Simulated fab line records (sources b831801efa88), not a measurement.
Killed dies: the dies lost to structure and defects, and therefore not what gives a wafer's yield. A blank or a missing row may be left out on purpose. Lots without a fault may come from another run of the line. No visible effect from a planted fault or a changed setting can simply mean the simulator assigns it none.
fab line records	flow sky130	part 1 of 2: steps 1 to 23 of 33
[record] lots = 5	wafers = 15	last-day = 49
route steps=708 shown VT_ADJUST_HVTP@89 VT_ADJUST_LVTN@97 VT_ADJUST_NCORE@119
lots that met no fault: from a run of the same line without faults
start-h: the number of hours between the record's first day and the start of the first shown wafer of the lot	wait-h: hours since the lot's step before	" as in the row above	L1.1+2: a row that stands for several wafers	- no value, or no start given	* or withheld: withheld	< > ~ a bound
route shown NAME@n: names a module that has steps shown in the file, with the first one's number in the route	usual: the fault-free wafers' mean and standard deviation	same: alike in all rows	chamber/n: place in a boat	sites: per-site readings	_std_site: the standard deviation of these	_edge_site: the outer-site mean with the inner-site mean subtracted	radius-mm: for every site, how far away it sits from the centre of the wafer	mask NAME#n: copy n	behind: tool/chamber where the wafer was last shaped	hold: reason for holding the lot/hours on hold/outcome of the hold	device: names the non-switching transistor (n, p or np)	end of line: the tests these same wafers got at the end of their route	a step given without rows: its recipe and nothing more	killed: dies lost to structure and defects at the first sort, not the wafer's yield	map: dies across one wafer; x = killed, . = not, _ = none there
set.NAME: the setting that was run; set.NAME@STEP: the one run at that earlier step	model.NAME: the simulator's own value behind a step, which no gauge read
lots at some steps of the route; a table a step, a row a wafer
services: when a tool's chamber went out of use (start-h, in hours from the record's first day, below 0 if earlier), for how many hours, and the reason
[[steps]]
[step SKY_VT_ADJUST_HVTP_EXPOSE_04]
[recipe] mask-id = HVTPM	na = 0.6	source-shape = conventional	sigma-outer = 0.6	polarization = unpolarized	target-cd-nm = 380	dose-mj = 140
[usual] focus-offset-nm = 0.0/0.56	stage-vel-mm-s = 499.98/0.27
lot.wafer	tool	chamber	start-h	wait-h	mask	focus-offset-nm	stage-vel-mm-s
L076.1	iline-stepper-02	0	-	-	HVTPM#0	-0.4	500.40
L076.2	"	0	"	"	HVTPM#0	-0.2	500.33
L076.3	"	0	"	"	HVTPM#0	0.0	500.22
L078.3	iline-stepper-01	0	-	-	HVTPM#0	0.1	499.61
L078.4	"	0	"	"	HVTPM#0	-0.6	500.10
L078.6	"	0	"	"	HVTPM#0	-0.1	499.90
L081.3	iline-stepper-01	0	-	-	HVTPM#0	-1.5	500.16
L081.4	"	0	"	"	HVTPM#0	0.5	500.07
L081.5	"	0	"	"	HVTPM#0	-0.4	500.02
L091.1	iline-stepper-01	0	-	-	HVTPM#0	0.7	499.92
L091.3	"	0	"	"	HVTPM#0	0.3	499.73
L091.5	"	0	"	"	HVTPM#0	0.9	499.68
L094.1	iline-stepper-01	0	-	-	HVTPM#0	-1.4	500.20
L094.4	"	0	"	"	HVTPM#0	-0.4	500.29
L094.6	"	0	"	"	HVTPM#0	-0.2	499.77
[step SKY_VT_ADJUST_HVTP_PEB_05]
[recipe] temp-c = withheld	time-s = *	resist = NOVOLAK
[usual] chill-plate-temp-C = *
lot.wafer	tool	chamber	start-h	wait-h	chill-plate-temp-C
L076.1	litho-track-04	0	-	-	*
L076.2	"	0	"	"	*
L076.3	"	0	"	"	*
L078.3	litho-track-04	0	-	-	*
L078.4	"	0	"	"	*
L078.6	"	0	"	"	*
L081.3	litho-track-04	0	-	-	*
L081.4	"	0	"	"	*
L081.5	"	0	"	"	*
L091.1	litho-track-03	0	-	-	*
L091.3	"	0	"	"	*
L091.5	"	0	"	"	*
L094.1	litho-track-02	0	-	-	*
L094.4	"	0	"	"	*
L094.6	"	0	"	"	*
[step SKY_VT_ADJUST_HVTP_DEVELOP_06]
[recipe] resist = NOVOLAK	developer = TMAH	develop-time-s = 60	dev-temp-c = 23
[usual] chill-plate-temp-C = 22.99/0.12
lot.wafer	tool	chamber	start-h	wait-h	chill-plate-temp-C
L076.1	litho-track-04	0	133.26	0.1	23.18
L076.2	"	0	"	"	23.10
L076.3	"	0	"	"	23.25
L078.3	litho-track-04	0	149.46	0.1	22.90
L078.4	"	0	"	"	22.90
L078.6	"	0	"	"	22.97
L081.3	litho-track-04	0	164.31	0.1	23.15
L081.4	"	0	"	"	23.14
L081.5	"	0	"	"	23.00
L091.1	litho-track-03	0	226.66	0.1	23.24
L091.3	"	0	"	"	23.07
L091.5	"	0	"	"	23.14
L094.1	litho-track-02	0	246.44	0.1	22.82
L094.4	"	0	"	"	22.95
L094.6	"	0	"	"	22.93
[step SKY_VT_ADJUST_HVTP_CD_MEAS_07]
[recipe] target-cd-nm = 380
[usual] cd-nm = 379.6/2.6
lot.wafer	tool	chamber	start-h	wait-h	cd-nm
L076.1	cd-sem-02	-	133.41	0.1	379.0
L076.2	"	-	"	"	381.1
L076.3	"	-	"	"	379.1
L078.3	cd-sem-01	-	149.60	0.1	380.9
L078.4	"	-	"	"	381.7
L078.6	"	-	"	"	378.9
L081.3	cd-sem-01	-	164.45	0.1	382.4
L081.4	"	-	"	"	386.6
L081.5	"	-	"	"	384.6
L091.1	cd-sem-01	-	226.81	0.1	377.5
L091.3	"	-	"	"	379.2
L091.5	"	-	"	"	375.3
L094.1	cd-sem-01	-	246.59	0.1	378.6
L094.4	"	-	"	"	379.0
L094.6	"	-	"	"	378.4
[step SKY_VT_ADJUST_HVTP_OVL_MEAS_08]
[usual] VT_ADJUST_HVTP_OVL = -1.4/1.3
lot.wafer	tool	chamber	start-h	wait-h	VT_ADJUST_HVTP_OVL[nm]
L076.1	overlay-02	-	133.53	0.1	-1.3
L076.2	"	-	"	"	-3.0
L076.3	"	-	"	"	-1.0
L078.3	overlay-01	-	149.69	0.1	0.1
L078.4	"	-	"	"	-1.9
L078.6	"	-	"	"	-1.6
L081.3	overlay-01	-	164.54	0.1	-1.3
L081.4	"	-	"	"	0.1
L081.5	"	-	"	"	-2.4
L091.1	overlay-02	-	226.93	0.1	-2.5
L091.3	"	-	"	"	-4.0
L091.5	"	-	"	"	-2.7
L094.1	overlay-01	-	246.71	0.1	-0.5
L094.4	"	-	"	"	-2.1
L094.6	"	-	"	"	-1.3
[step SKY_VT_ADJUST_HVTP_IMPLANT_09]
[recipe] species = As	energy-kev = 150	dose-cm2 = 4.3e+12	tilt-deg = withheld
lot.wafer	tool	chamber	start-h	wait-h
L076.1+2+3	implanter-01	0	133.57	0.0
L078.3+4+6	implanter-03	0	149.77	0.1
L081.3+4+5	implanter-02	0	164.62	0.1
L091.1+3+5	implanter-01	0	226.97	0.0
L094.1+4+6	implanter-01	0	246.75	0.0
[step SKY_VT_ADJUST_HVTP_STRIP_10]
[recipe] chemistry = O2/N2	power-w = 1400	pressure-mtorr = 1500	platen-temp-c = withheld	o2-flow-sccm = 3000	n2-flow-sccm = 300	overash-fraction = 0.5
[usual] drypump-motor-current-A = 5.7/0.47	o2-flow-sccm = 3000/9.1	oes-product-au = 0.715/0.0049	strip-time-to-endpoint-s = 14.19/0.045
lot.wafer	tool	chamber	start-h	wait-h	drypump-motor-current-A	o2-flow-sccm	oes-product-au	rf-hours-counter-h	strip-time-to-endpoint-s
L076.1	plasma-asher-01	1	133.72	0.1	5.6	2999	0.715	33	14.10
L076.2	"	0	"	"	6.3	2998	0.707	33	14.09
L076.3	"	0	"	"	6.3	3015	0.712	-	14.16
L078.3	plasma-asher-04	1	149.90	0.1	5.9	3002	0.715	-	14.15
L078.4	"	0	"	"	6.0	3006	0.710	-	14.18
L078.6	"	0	"	"	6.0	2994	0.714	-	14.19
L081.3	plasma-asher-01	1	164.75	0.1	5.6	2988	0.718	-	14.15
L081.4	"	0	"	"	6.3	3012	0.716	-	14.12
L081.5	"	0	"	"	6.3	3005	0.717	-	14.15
L091.1	plasma-asher-02	1	227.12	0.1	5.8	3009	0.719	10	14.12
L091.3	"	1	"	"	5.8	3007	0.716	-	14.13
L091.5	"	0	"	"	4.8	3000	0.714	-	14.14
L094.1	plasma-asher-02	1	246.90	0.1	5.8	2992	0.715	12	14.13
L094.4	"	1	"	"	5.8	3005	0.711	-	14.11
L094.6	"	1	"	"	5.8	3015	0.714	-	14.12
[step SKY_VT_ADJUST_HVTP_TW_MEAS_11]
[usual] VT_ADJUST_HVTP_TW = 1355/11
lot.wafer	tool	chamber	start-h	wait-h	VT_ADJUST_HVTP_TW
L076.1	film-metro-01	-	133.82	0.1	1344
L076.2	"	-	"	"	1346
L076.3	"	-	"	"	1343
L078.3	film-metro-03	-	149.99	0.1	1352
L078.4	"	-	"	"	1348
L078.6	"	-	"	"	1351
L081.3	film-metro-04	-	164.84	0.1	1366
L081.4	"	-	"	"	1359
L081.5	"	-	"	"	1355
L091.1	film-metro-03	-	227.22	0.1	1359
L091.3	"	-	"	"	1355
L091.5	"	-	"	"	1353
L094.1	film-metro-03	-	247.00	0.1	1361
L094.4	"	-	"	"	1354
L094.6	"	-	"	"	1360
[step SKY_VT_ADJUST_LVTN_DEHYDRATE_00]
[recipe] temp-c = 200	time-s = 60
[usual] chill-plate-temp-C = 23.00/0.1
lot.wafer	tool	chamber	start-h	wait-h	chill-plate-temp-C
L076.1	litho-track-01	0	142.87	9.0	22.98
L076.2	"	0	"	"	23.12
L076.3	"	0	"	"	23.01
L078.3	litho-track-01	0	158.52	8.5	22.96
L078.4	"	0	"	"	22.96
L078.6	"	0	"	"	23.11
L081.3	litho-track-01	0	174.72	9.9	23.01
L081.4	"	0	"	"	22.90
L081.5	"	0	"	"	23.05
L091.1	litho-track-02	0	238.29	11.1	23.00
L091.3	"	0	"	"	22.96
L091.5	"	0	"	"	23.02
L094.1	litho-track-01	0	258.57	11.6	22.94
L094.4	"	0	"	"	22.99
L094.6	"	0	"	"	22.87
[step SKY_VT_ADJUST_LVTN_HMDS_01]
[recipe] prime-time-s = 60	prime-temp-c = 120
[usual] chill-plate-temp-C = 22.99/0.11
lot.wafer	tool	chamber	start-h	wait-h	chill-plate-temp-C
L076.1	litho-track-01	0	143.02	0.1	22.84
L076.2	"	0	"	"	22.96
L076.3	"	0	"	"	22.98
L078.3	litho-track-01	0	158.67	0.1	22.94
L078.4	"	0	"	"	22.91
L078.6	"	0	"	"	23.08
L081.3	litho-track-01	0	174.87	0.1	22.94
L081.4	"	0	"	"	23.01
L081.5	"	0	"	"	23.01
L091.1	litho-track-02	0	238.44	0.1	22.93
L091.3	"	0	"	"	22.90
L091.5	"	0	"	"	23.05
L094.1	litho-track-01	0	258.72	0.1	22.95
L094.4	"	0	"	"	22.92
L094.6	"	0	"	"	22.89
[step SKY_VT_ADJUST_LVTN_COAT_02]
[recipe] spin-rpm = 2000	resist-thk-nm = 3000
[usual] chill-plate-temp-C = 23.00/0.11
lot.wafer	tool	chamber	start-h	wait-h	chill-plate-temp-C
L076.1	litho-track-01	0	143.17	0.1	23.06
L076.2	"	0	"	"	22.97
L076.3	"	0	"	"	22.93
L078.3	litho-track-01	0	158.82	0.1	22.85
L078.4	"	0	"	"	23.02
L078.6	"	0	"	"	22.70
L081.3	litho-track-01	0	175.02	0.1	23.20
L081.4	"	0	"	"	23.01
L081.5	"	0	"	"	22.99
L091.1	litho-track-02	0	238.59	0.1	22.97
L091.3	"	0	"	"	22.78
L091.5	"	0	"	"	22.86
L094.1	litho-track-01	0	258.87	0.1	23.01
L094.4	"	0	"	"	22.86
L094.6	"	0	"	"	22.92
[step SKY_VT_ADJUST_LVTN_SOFTBAKE_03]
[recipe] temp-c = 110	time-s = withheld
[usual] chill-plate-temp-C = 23.00/0.12
lot.wafer	tool	chamber	start-h	wait-h	chill-plate-temp-C
L076.1	litho-track-01	0	143.32	0.1	22.84
L076.2	"	0	"	"	23.01
L076.3	"	0	"	"	22.98
L078.3	litho-track-01	0	158.99	0.1	23.11
L078.4	"	0	"	"	22.84
L078.6	"	0	"	"	23.09
L081.3	litho-track-01	0	175.19	0.1	23.30
L081.4	"	0	"	"	23.06
L081.5	"	0	"	"	23.14
L091.1	litho-track-02	0	238.74	0.1	23.08
L091.3	"	0	"	"	23.02
L091.5	"	0	"	"	22.99
L094.1	litho-track-01	0	259.02	0.1	23.03
L094.4	"	0	"	"	22.86
L094.6	"	0	"	"	22.93
[step SKY_VT_ADJUST_LVTN_EXPOSE_04]
[recipe] mask-id = NWM_COMPLEMENT_LESS_NATIVE	na = 0.6	source-shape = conventional	sigma-outer = 0.6	polarization = unpolarized	target-cd-nm = 840	dose-mj = 194
[usual] focus-offset-nm = 0.0/0.52	stage-vel-mm-s = 500.01/0.26
lot.wafer	tool	chamber	start-h	wait-h	mask	focus-offset-nm	stage-vel-mm-s
L076.1	iline-stepper-02	0	-	-	NWM_COMPLEMENT_LESS_NATIVE#0	0.2	500.05
L076.2	"	0	"	"	NWM_COMPLEMENT_LESS_NATIVE#0	-0.2	500.43
L076.3	"	0	"	"	NWM_COMPLEMENT_LESS_NATIVE#0	0.5	500.08
L078.3	iline-stepper-01	0	-	-	NWM_COMPLEMENT_LESS_NATIVE#0	0.4	500.49
L078.4	"	0	"	"	NWM_COMPLEMENT_LESS_NATIVE#0	-0.4	499.94
L078.6	"	0	"	"	NWM_COMPLEMENT_LESS_NATIVE#0	-0.6	500.25
L081.3	iline-stepper-01	0	-	-	NWM_COMPLEMENT_LESS_NATIVE#0	-0.3	499.91
L081.4	"	0	"	"	NWM_COMPLEMENT_LESS_NATIVE#0	-0.4	499.71
L081.5	"	0	"	"	NWM_COMPLEMENT_LESS_NATIVE#0	0.5	499.65
L091.1	iline-stepper-01	0	-	-	NWM_COMPLEMENT_LESS_NATIVE#0	0.5	499.90
L091.3	"	0	"	"	NWM_COMPLEMENT_LESS_NATIVE#0	0.4	500.20
L091.5	"	0	"	"	NWM_COMPLEMENT_LESS_NATIVE#0	0.4	500.15
L094.1	iline-stepper-02	0	-	-	NWM_COMPLEMENT_LESS_NATIVE#0	-0.1	499.90
L094.4	"	0	"	"	NWM_COMPLEMENT_LESS_NATIVE#0	-0.9	499.53
L094.6	"	0	"	"	NWM_COMPLEMENT_LESS_NATIVE#0	-0.2	500.13
[step SKY_VT_ADJUST_LVTN_PEB_05]
[recipe] temp-c = 115	time-s = withheld
[usual] chill-plate-temp-C = 23.00/0.11
lot.wafer	tool	chamber	start-h	wait-h	chill-plate-temp-C
L076.1	litho-track-01	0	-	-	23.03
L076.2	"	0	"	"	22.86
L076.3	"	0	"	"	23.02
L078.3	litho-track-03	0	-	-	23.07
L078.4	"	0	"	"	23.06
L078.6	"	0	"	"	23.19
L081.3	litho-track-02	0	-	-	23.06
L081.4	"	0	"	"	22.98
L081.5	"	0	"	"	22.95
L091.1	litho-track-02	0	-	-	22.96
L091.3	"	0	"	"	23.00
L091.5	"	0	"	"	23.18
L094.1	litho-track-03	0	-	-	23.03
L094.4	"	0	"	"	23.10
L094.6	"	0	"	"	22.98
[step SKY_VT_ADJUST_LVTN_DEVELOP_06]
[recipe] wall-angle-deg = 90	developer = TMAH	develop-time-s = 60	dev-temp-c = 23
[usual] chill-plate-temp-C = 23.00/0.1
lot.wafer	tool	chamber	start-h	wait-h	chill-plate-temp-C
L076.1	litho-track-01	0	-	-	22.99
L076.2	"	0	"	"	22.94
L076.3	"	0	"	"	22.88
L078.3	litho-track-03	0	-	-	22.99
L078.4	"	0	"	"	23.06
L078.6	"	0	"	"	23.08
L081.3	litho-track-02	0	-	-	22.84
L081.4	"	0	"	"	23.06
L081.5	"	0	"	"	22.98
L091.1	litho-track-02	0	-	-	22.89
L091.3	"	0	"	"	22.85
L091.5	"	0	"	"	22.92
L094.1	litho-track-03	0	-	-	22.99
L094.4	"	0	"	"	23.04
L094.6	"	0	"	"	22.99
[step SKY_VT_ADJUST_LVTN_OVL_MEAS_07]
[usual] VT_ADJUST_LVTN_OVL = -0.2/1.4
lot.wafer	tool	chamber	start-h	wait-h	VT_ADJUST_LVTN_OVL[nm]
L076.1	overlay-01	-	153.47	-	0.6
L076.2	"	-	"	"	0.6
L076.3	"	-	"	"	-1.4
L078.3	overlay-01	-	170.32	-	1.5
L078.4	"	-	"	"	0.6
L078.6	"	-	"	"	-0.1
L081.3	overlay-02	-	184.95	-	-2.2
L081.4	"	-	"	"	-2.1
L081.5	"	-	"	"	-1.9
L091.1	overlay-01	-	249.64	-	-1.3
L091.3	"	-	"	"	0.5
L091.5	"	-	"	"	0.3
L094.1	overlay-01	-	271.11	-	0.5
L094.4	"	-	"	"	0.9
L094.6	"	-	"	"	0.3
[step SKY_VT_ADJUST_LVTN_IMPLANT_08]
[recipe] species = B	energy-kev = 30	dose-cm2 = 1.57e+12	tilt-deg = withheld
lot.wafer	tool	chamber	start-h	wait-h
L076.1+2+3	implanter-03	0	153.51	0.0
L078.3+4+6	implanter-02	0	170.40	0.1
L081.3+4+5	implanter-04	0	185.03	0.1
L091.1+3+5	implanter-03	0	249.68	0.0
L094.1+4+6	implanter-04	0	271.15	0.0
[step SKY_VT_ADJUST_LVTN_STRIP_09]
[recipe] chemistry = O2/N2	power-w = 1400	pressure-mtorr = 1500	platen-temp-c = withheld	o2-flow-sccm = 3000	n2-flow-sccm = 300	overash-fraction = 0.5
[usual] drypump-motor-current-A = 5.8/0.35	o2-flow-sccm = 2999/8.1	oes-product-au = 0.723/0.0048	strip-time-to-endpoint-s = 36.95/0.093
lot.wafer	tool	chamber	start-h	wait-h	drypump-motor-current-A	o2-flow-sccm	oes-product-au	rf-hours-counter-h	strip-time-to-endpoint-s
L076.1	plasma-asher-03	0	153.66	0.1	5.7	2998	0.728	50	36.97
L076.2	"	1	"	"	6.1	3003	0.719	50	36.92
L076.3	"	1	"	"	6.1	2996	0.704	-	36.94
L078.3	plasma-asher-04	0	170.53	0.1	6.0	2997	0.724	-	37.07
L078.4	"	1	"	"	5.9	2996	0.734	-	36.92
L078.6	"	0	"	"	6.0	2989	0.717	-	36.96
L081.3	plasma-asher-04	0	185.16	0.1	6.0	2991	0.723	-	37.00
L081.4	"	1	"	"	5.9	2994	0.724	-	37.04
L081.5	"	0	"	"	6.0	3001	0.729	-	37.04
L091.1	plasma-asher-04	0	249.83	0.1	6.0	2994	0.728	56	36.89
L091.3	"	1	"	"	5.9	2982	0.725	-	36.95
L091.5	"	1	"	"	5.9	2991	0.726	-	36.96
L094.1	plasma-asher-03	1	271.30	0.1	6.1	3019	0.728	61	37.02
L094.4	"	1	"	"	6.1	3016	0.729	-	36.86
L094.6	"	0	"	"	5.7	2986	0.725	-	36.98
[step SKY_VT_ADJUST_LVTN_TW_MEAS_10]
[usual] VT_ADJUST_LVTN_TW = 242.1/2.5
lot.wafer	tool	chamber	start-h	wait-h	VT_ADJUST_LVTN_TW
L076.1	film-metro-02	-	153.76	0.1	245.8
L076.2	"	-	"	"	243.9
L076.3	"	-	"	"	244.9
L078.3	film-metro-03	-	170.62	0.1	242.0
L078.4	"	-	"	"	239.4
L078.6	"	-	"	"	239.5
L081.3	film-metro-01	-	185.25	0.1	241.1
L081.4	"	-	"	"	241.4
L081.5	"	-	"	"	241.2
L091.1	film-metro-01	-	249.93	0.1	238.9
L091.3	"	-	"	"	239.2
L091.5	"	-	"	"	239.3
L094.1	film-metro-02	-	271.40	0.1	245.0
L094.4	"	-	"	"	244.9
L094.6	"	-	"	"	245.9
[step SKY_VT_ADJUST_LVTN_DEHYDRATE_11]
[recipe] temp-c = 200	time-s = 60
[usual] chill-plate-temp-C = 22.98/0.1
lot.wafer	tool	chamber	start-h	wait-h	chill-plate-temp-C
L076.1	litho-track-02	0	162.79	9.0	22.94
L076.2	"	0	"	"	23.14
L076.3	"	0	"	"	22.92
L078.3	litho-track-03	0	179.26	8.6	22.95
L078.4	"	0	"	"	22.89
L078.6	"	0	"	"	23.05
L081.3	litho-track-03	0	195.51	10.3	23.01
L081.4	"	0	"	"	23.06
L081.5	"	0	"	"	22.92
L091.1	litho-track-02	0	261.49	11.6	22.77
L091.3	"	0	"	"	22.80
L091.5	"	0	"	"	22.88
L094.1	litho-track-01	0	283.22	11.8	22.91
L094.4	"	0	"	"	22.94
L094.6	"	0	"	"	23.02
[step SKY_VT_ADJUST_LVTN_HMDS_12]
[recipe] prime-time-s = 60	prime-temp-c = 120
[usual] chill-plate-temp-C = 22.99/0.11
lot.wafer	tool	chamber	start-h	wait-h	chill-plate-temp-C
L076.1	litho-track-02	0	162.94	0.1	22.90
L076.2	"	0	"	"	22.81
L076.3	"	0	"	"	22.87
L078.3	litho-track-03	0	179.41	0.1	22.96
L078.4	"	0	"	"	22.93
L078.6	"	0	"	"	23.01
L081.3	litho-track-03	0	195.66	0.1	23.02
L081.4	"	0	"	"	23.15
L081.5	"	0	"	"	23.07
L091.1	litho-track-02	0	261.64	0.1	23.11
L091.3	"	0	"	"	23.19
L091.5	"	0	"	"	23.10
L094.1	litho-track-01	0	283.37	0.1	23.06
L094.4	"	0	"	"	22.99
L094.6	"	0	"	"	23.01
[step SKY_VT_ADJUST_LVTN_COAT_13]
[recipe] resist = NOVOLAK	spin-rpm = 3000	resist-thk-nm = 1140
[usual] chill-plate-temp-C = 23.00/0.099
lot.wafer	tool	chamber	start-h	wait-h	chill-plate-temp-C
L076.1	litho-track-02	0	163.09	0.1	23.04
L076.2	"	0	"	"	23.08
L076.3	"	0	"	"	23.12
L078.3	litho-track-03	0	179.56	0.1	23.19
L078.4	"	0	"	"	22.99
L078.6	"	0	"	"	23.10
L081.3	litho-track-03	0	195.81	0.1	23.04
L081.4	"	0	"	"	23.06
L081.5	"	0	"	"	23.18
L091.1	litho-track-02	0	261.79	0.1	22.90
L091.3	"	0	"	"	23.21
L091.5	"	0	"	"	23.11
L094.1	litho-track-01	0	283.52	0.1	23.06
L094.4	"	0	"	"	22.71
L094.6	"	0	"	"	23.02
[step SKY_VT_ADJUST_LVTN_SOFTBAKE_14]
[recipe] temp-c = 90	time-s = 60	resist = NOVOLAK
[usual] chill-plate-temp-C = 23.00/0.11
lot.wafer	tool	chamber	start-h	wait-h	chill-plate-temp-C
L076.1	litho-track-02	0	163.24	0.1	23.06
L076.2	"	0	"	"	23.08
L076.3	"	0	"	"	22.97
L078.3	litho-track-03	0	179.71	0.1	23.06
L078.4	"	0	"	"	23.07
L078.6	"	0	"	"	23.09
L081.3	litho-track-03	0	195.96	0.1	23.06
L081.4	"	0	"	"	23.08
L081.5	"	0	"	"	23.22
L091.1	litho-track-02	0	261.94	0.1	22.80
L091.3	"	0	"	"	22.87
L091.5	"	0	"	"	22.78
L094.1	litho-track-01	0	283.67	0.1	22.98
L094.4	"	0	"	"	22.86
L094.6	"	0	"	"	22.93
